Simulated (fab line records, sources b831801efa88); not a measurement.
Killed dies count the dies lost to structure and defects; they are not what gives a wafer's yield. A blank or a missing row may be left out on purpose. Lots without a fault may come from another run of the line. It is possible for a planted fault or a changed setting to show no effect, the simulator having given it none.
One fault through the eyes of 2 desks ; flow sfq-line ; only its own numbers are on each desk; what lay behind them is given at the end

== TOOL OWNER'S DESK, krf-scanner-01 ==
The tool's own readings at SFQ_TRILAYER_M1_LITHO_EXPOSE_040 (exposes mask M1, target cd 500 nm): means of the sampled wafers that have a number, for each lot that ran on this tool. A lot is out of limits, marked OUT, if its mean lies more than 4 standard deviations from the usual mean; the brackets give that distance.
Columns: A = exposure-dose-mJ-cm2 at SFQ_TRILAYER_M1_LITHO_EXPOSE_040, usual 14.398; B = focus-offset-nm at SFQ_TRILAYER_M1_LITHO_EXPOSE_040, usual 0.0 nm
lot;first seen here;A;B
L982;day 11 14:00;14.381;0.6
L983;day 11 19:12;14.404;0.2
L984;day 12 04:36;14.380;0.2
L985;day 12 10:24;14.393;-0.6
L989;day 13 09:12;14.403;0.2
L994;day 14 20:36;14.410;-1.0
L997;day 15 20:12;14.408;-0.9
L998;day 16 07:19;14.399;-0.1
L999;day 16 14:31;14.394;0.3
L102;day 17 13:37;14.409;-0.1
L103;day 17 21:49;14.400;0.5
L104;day 18 03:49;14.396;0.3
This desk's finding: nothing out of limits on any of the 12 lots.

== THE METROLOGY DESK ==
Lot by lot, what the gauges showed, no matter which tool ran the lot: averages of those sampled wafers that carry a number. A lot is out of limits, marked OUT, if its mean lies more than 4 standard deviations from the usual mean; the brackets give that distance.
Columns: A = M4_OVL at SFQ_M4_OVL_MEAS_926, usual 3 nm
lot;first seen here;A
L982;day 43 10:55;12
L983;day 43 13:20;18
L984;day 44 13:25;9
L985;day 44 20:35;5
L989;day 46 10:06;1
L994;day 47 19:14;14
L997;day 48 16:38;-4
L998;day 48 18:35;-10
L999;day 49 02:47;-4
L102;day 50 14:19;2
L103;day 51 04:50;3
L104;day 51 20:31;-4
This desk's finding: nothing out of limits on any of the 12 lots.

== TAKEN TOGETHER ==
Nothing out of limits was seen by the tool owner's desk.
Nothing out of limits was seen by the metrology desk.

== WHAT THE SIMULATOR PUT IN ==
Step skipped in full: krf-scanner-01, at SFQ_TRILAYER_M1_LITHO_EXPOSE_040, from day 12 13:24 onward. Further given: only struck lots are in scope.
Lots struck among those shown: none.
